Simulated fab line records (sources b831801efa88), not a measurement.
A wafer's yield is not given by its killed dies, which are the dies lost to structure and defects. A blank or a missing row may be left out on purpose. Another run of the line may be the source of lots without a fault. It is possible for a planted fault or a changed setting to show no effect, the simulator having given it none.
fab line records	flow gf180mcu
record lots=14	wafers=42	last-day=33
route steps=602 shown V1@337
lots that met no fault: from a run of the same line without faults
start-h: start of the lot's first displayed wafer, in hours after the record's first day	wait-h: hours elapsed since this lot's preceding step	" as in the row above	L1.1+2: a row that stands for several wafers	- value missing, or start not given	* or withheld: withheld	< > ~ a bound
route shown NAME@n: a module of which the file shows steps, and the number in the route of the first	usual: mean/standard deviation of fault-free wafers	same: alike in all rows	chamber/n: place in a boat	sites: each site's reading	_std_site: the values' standard deviation	_edge_site: the outer-site mean with the inner-site mean subtracted	radius-mm: for every site, how far away it sits from the centre of the wafer	mask NAME#n: copy n	behind: the most recent tool/chamber to have shaped the wafer	hold: why the lot went on hold/how many hours it stayed there/how the hold came to an end	device: the n, p or np transistor that did not switch	end of line: tests of these same wafers at the route's end	step lacking rows: just its recipe	killed: dies that structure and defects cost at the first sort, which is not the same as the wafer's yield	map: shows each die of a wafer: x if killed, . if not, _ if none is there
set.NAME: setting as actually run; set.NAME@STEP: the setting as run at that earlier step	model.NAME: the simulator's own value behind a step, which no gauge read
steps of the route over a sample of lots; a table a step, a row a wafer
services: from which hour (start-h, from the record's first day; less than 0 if before it) a tool's chamber was out of use, for how many hours, and why
## steps
# step GF_V1_CVD_02
# recipe material=SiO2	target-thk-nm=850	precursor=TEOS	temp-c=400	time-s=94.851	rf-w=600
# usual heater-power-w=659/85
lot.wafer	tool	chamber	start-h	wait-h	heater-power-w
L206.1	pecvd-02	2	386.32	0.1	653
L206.3	"	1	"	"	823
L206.6	"	0	"	"	624
L207.2	pecvd-02	0	394.13	0.0	741
L207.4	"	0	"	"	790
L207.5	"	2	"	"	643
L208.1	pecvd-01	1	406.48	0.1	539
L208.3	"	2	"	"	711
L208.5	"	2	"	"	717
L209.2	pecvd-04	1	410.03	0.0	573
L209.4	"	0	"	"	701
L209.5	"	1	"	"	685
L211.3	pecvd-04	1	433.89	0.0	633
L211.5	"	0	"	"	630
L211.6	"	1	"	"	653
L213.1	pecvd-02	1	459.92	0.1	759
L213.3	"	2	"	"	651
L213.5	"	2	"	"	535
L214.1	pecvd-02	2	463.38	0.1	666
L214.3	"	1	"	"	850
L214.5	"	0	"	"	747
L215.3	pecvd-01	2	471.87	0.0	691
L215.4	"	1	"	"	515
L215.6	"	0	"	"	603
L216.1	pecvd-04	2	478.62	0.1	764
L216.2	"	0	"	"	631
L216.5	"	2	"	"	613
L217.1	pecvd-01	2	487.19	0.1	678
L217.4	"	1	"	"	521
L217.6	"	2	"	"	735
L218.1	pecvd-04	2	495.49	0.1	759
L218.5	"	1	"	"	615
L218.6	"	0	"	"	715
L222.1	pecvd-01	2	530.30	0.1	683
L222.2	"	1	"	"	539
L222.3	"	0	"	"	598
L223.3	pecvd-04	2	537.35	0.0	722
L223.5	"	1	"	"	627
L223.6	"	0	"	"	679
L225.1	pecvd-04	1	551.07	0.1	584
L225.3	"	0	"	"	703
L225.4	"	1	"	"	636
# step GF_V1_THK_MEAS_03
# recipe reads=SiO2_of_V1_CVD_02
# usual V1_CVD_02_THK=853/11
lot.wafer	tool	chamber	start-h	wait-h	hold	V1_CVD_02_THK[nm]
L206.1	film-metro-02	-	386.39	0.0	-	843
L206.3	"	-	"	"	-	837
L206.6	"	-	"	"	-	856
L207.2	film-metro-02	-	394.21	0.0	-	850
L207.4	"	-	"	"	-	858
L207.5	"	-	"	"	-	870
L208.1	film-metro-04	-	406.55	0.0	-	847
L208.3	"	-	"	"	-	835
L208.5	"	-	"	"	-	850
L209.2	film-metro-02	-	410.14	0.1	-	851
L209.4	"	-	"	"	-	853
L209.5	"	-	"	"	-	868
L211.3	film-metro-03	-	433.97	0.1	-	842
L211.5	"	-	"	"	-	869
L211.6	"	-	"	"	-	864
L213.1	film-metro-03	-	459.99	0.0	-	844
L213.3	"	-	"	"	-	859
L213.5	"	-	"	"	-	872
L214.1	film-metro-02	-	463.45	0.0	-	838
L214.3	"	-	"	"	-	836
L214.5	"	-	"	"	-	851
L215.3	film-metro-04	-	471.96	0.1	-	844
L215.4	"	-	"	"	-	860
L215.6	"	-	"	"	-	875
L216.1	film-metro-02	-	478.69	0.0	-	844
L216.2	"	-	"	"	-	847
L216.5	"	-	"	"	-	871
L217.1	film-metro-04	-	487.26	0.0	-	846
L217.4	"	-	"	"	-	851
L217.6	"	-	"	"	-	860
L218.1	film-metro-02	-	495.55	0.0	-	822
L218.5	"	-	"	"	-	842
L218.6	"	-	"	"	-	859
L222.1	film-metro-04	-	530.37	0.0	-	854
L222.2	"	-	"	"	-	853
L222.3	"	-	"	"	-	838
L223.3	film-metro-03	-	537.44	0.1	await-dispo/0.2h/release	1295
L223.5	"	-	"	"	await-dispo/0.2h/release	867
L223.6	"	-	"	"	await-dispo/0.2h/release	857
L223.3	film-metro-03	-	537.67	0.2	-	1297
L223.5	"	-	"	"	-	867
L223.6	"	-	"	"	-	857
L225.1	film-metro-04	-	551.14	0.0	await-dispo/0.2h/release	859
L225.3	"	-	"	"	await-dispo/0.2h/release	1301
L225.4	"	-	"	"	await-dispo/0.2h/release	1325
L225.1	film-metro-04	-	551.40	0.3	-	859
L225.3	"	-	"	"	-	1302
L225.4	"	-	"	"	-	1324
# step GF_V1_CMP_04
# recipe material=SiO2	down-force-psi=4	platen-rpm=60	pad-velocity-m-s=0.94248
# usual motor-current-A=12.0/1.6	time-to-endpoint-s=82/5.7
lot.wafer	tool	chamber	start-h	wait-h	hold	motor-current-A	time-to-endpoint-s
L206.1	cmp-01	3	386.55	0.1	-	10.0	76
L206.3	"	0	"	"	-	12.2	80
L206.6	"	1	"	"	-	10.0	86
L207.4	cmp-02	0	394.26	0.0	-	12.1	84
L207.2	"	3	"	"	-	10.6	75
L207.5	"	0	"	"	-	11.3	85
L208.1	cmp-02	2	409.22	2.7	-	15.1	84
L208.3	"	0	"	"	-	11.7	77
L208.5	"	1	"	"	-	12.7	85
L209.4	cmp-01	2	410.19	0.0	-	11.6	82
L209.2	"	3	"	"	-	10.9	77
L209.5	"	2	"	"	-	11.9	82
L211.3	cmp-02	1	434.16	0.2	-	13.6	74
L211.6	"	2	"	"	-	14.8	86
L211.5	"	3	"	"	-	10.5	80
L213.1	cmp-02	2	460.10	0.1	-	14.9	85
L213.3	"	0	"	"	-	12.0	85
L213.5	"	2	"	"	-	14.7	96
L214.1	cmp-02	3	463.51	0.1	-	10.4	74
L214.3	"	0	"	"	-	12.0	82
L214.5	"	0	"	"	-	12.0	84
L215.3	cmp-02	3	472.10	0.1	-	10.6	75
L215.4	"	0	"	"	-	12.1	87
L215.6	"	2	"	"	-	15.2	95
L216.1	cmp-01	1	478.75	0.1	-	9.9	83
L216.2	"	2	"	"	-	11.9	75
L216.5	"	1	"	"	-	10.0	92
L217.1	cmp-02	2	487.37	0.1	-	15.3	83
L217.4	"	3	"	"	-	10.9	78
L217.6	"	2	"	"	-	15.2	92
L218.1	cmp-02	2	495.71	0.1	-	15.0	70
L218.5	"	0	"	"	-	12.8	77
L218.6	"	1	"	"	-	14.3	83
L222.1	cmp-01	2	530.48	0.1	-	11.5	79
L222.2	"	3	"	"	-	10.8	79
L222.3	"	0	"	"	-	11.9	77
L223.3	cmp-02	3	541.72	4.0	await-dispo/3.9h/release	10.4	251
L223.5	"	1	"	"	await-dispo/3.9h/release	13.5	91
L223.6	"	2	"	"	await-dispo/3.9h/release	14.6	91
L225.3	cmp-02	0	553.41	2.0	await-dispo/1.9h/release	11.9	244
L225.1	"	1	"	"	await-dispo/1.9h/release	13.9	85
L225.4	"	2	"	"	await-dispo/1.9h/release	15.2	260
## services
tool	chamber	start-h	hours	kind
cmp-01	-	367.77	3.6	pm
cmp-02	-	376.52	3.6	repair
cmp-02	-	404.27	4.0	pm
cmp-01	-	405.36	3.6	repair
pecvd-04	2	405.72	15.7	repair
cmp-02	-	408.27	-	consumable-replace:conditioner
cmp-02	-	408.27	-	consumable-replace:pad
cmp-01	-	427.27	2.4	repair
cmp-01	-	451.44	3.9	repair
pecvd-04	-	452.26	1.4	repair
cmp-01	-	455.34	6.7	pm
pecvd-02	-	464.34	5.5	pm
pecvd-04	-	484.79	0.3	repair
cmp-01	-	511.30	1.7	repair
pecvd-04	-	529.96	1.8	repair
pecvd-01	-	550.27	14.6	pm
## key
first-sign step=GF_V1_THK_MEAS_03	reading=visit	direction=added
effect step=GF_V1_THK_MEAS_03	reading=V1_CVD_02_THK	direction=up	sigmas=41	usual=853	struck=1307
effect step=GF_V1_CMP_04	reading=time-to-endpoint-s	direction=up	sigmas=30	usual=*	struck=*
met-at GF_V1_CVD_02
struck-lots L223,L225
struck-wafers L223.3,L225.3,L225.4
onset-between 495.49 537.35
fault kind=process-parameter-drift	tool=pecvd-04	chamber=-	onset-h=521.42	steps=GF_V1_CVD_02	channel=target-thk-nm	offset=456.1	shape=step	end-h=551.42	scope=struck-wafers-only	acts-in=these-recipes-only	stated=850
